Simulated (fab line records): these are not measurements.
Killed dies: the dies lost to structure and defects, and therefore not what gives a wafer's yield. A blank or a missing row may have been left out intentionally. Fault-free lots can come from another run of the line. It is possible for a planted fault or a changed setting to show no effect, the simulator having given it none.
The tool behind it: which one? || flow sky130 || 42 wafers sampled from 14 lots at 1 step of a route of 708

== WHAT THE GAUGES READ, wafer by wafer ==
SKY_NWELL_TW_MEAS_26.
{"lot": "L957", "measured": "day 6 09:32", "on": "film-metro-03", "NWELL_2_TW": "496 493 497"}
{"lot": "L955", "measured": "day 6 12:35", "on": "film-metro-03", "NWELL_2_TW": "496 491 496"}
{"lot": "L956", "measured": "day 6 13:20", "on": "film-metro-03", "NWELL_2_TW": "495 494 496"}
{"lot": "L959", "measured": "day 6 23:37", "on": "film-metro-03", "NWELL_2_TW": "499 496 499"}
{"lot": "L961", "measured": "day 7 10:01", "on": "film-metro-03", "NWELL_2_TW": "492 493 496"}
{"lot": "L962", "measured": "day 7 18:04", "on": "film-metro-03", "NWELL_2_TW": "493 493 493"}
{"lot": "L963", "measured": "day 7 21:41", "on": "film-metro-03", "NWELL_2_TW": "494 496 494"}
{"lot": "L964", "measured": "day 8 05:29", "on": "film-metro-01", "NWELL_2_TW": "504 509 507"}
{"lot": "L965", "measured": "day 8 08:14", "on": "film-metro-01", "NWELL_2_TW": "504 505 506"}
{"lot": "L966", "measured": "day 8 14:58", "on": "film-metro-02", "NWELL_2_TW": "508 509 510"}
{"lot": "L967", "measured": "day 8 23:50", "on": "film-metro-02", "NWELL_2_TW": "506 512 509"}
{"lot": "L974", "measured": "day 10 15:16", "on": "film-metro-03", "NWELL_2_TW": "495 496 498"}
{"lot": "L975", "measured": "day 11 00:32", "on": "film-metro-01", "NWELL_2_TW": "501 500 502"}
{"lot": "L976", "measured": "day 11 04:29", "on": "film-metro-02", "NWELL_2_TW": "502 502 500"}

== TOOL THAT RAN EACH LOT (tool first, then ch and the chambers of the sampled wafers, then the start) ==
The record holds no process step before these readings.

== AS READ BY THE TOOLS THEMSELVES (means over the sampled wafers that have a number; for cases with no such wafer, the mark the record gives instead) ==
The record holds no such reading with a usual standard deviation.

== THE ANSWER, worked out from the rows above alone ==
Rule: what is usual is taken from the lots themselves. The widest of any qualifying gaps counts: lots, ordered by their means at a reading, are off when they make up no more than a third of the lots, leave a main group of 4 or more, and stand apart from it by 3 or more times the standard deviation of that group's means. A main group is skipped when, at the precision printed for the reading in the tables above, its means are all equal. A lot without any number at a reading at which 4 lots or more have one is off too. All remaining lots with rows at the step are treated as sound. First the gauges in route order, then the tools' own readings, where a lot's mean is used as printed above. At the first step where some lot is off, the reading lying furthest off is the one used; lots without a number count as furthest.
No lot is off at any reading shown: from this, nothing can be told.

== WHAT THE SIMULATOR HAD INSERTED ==
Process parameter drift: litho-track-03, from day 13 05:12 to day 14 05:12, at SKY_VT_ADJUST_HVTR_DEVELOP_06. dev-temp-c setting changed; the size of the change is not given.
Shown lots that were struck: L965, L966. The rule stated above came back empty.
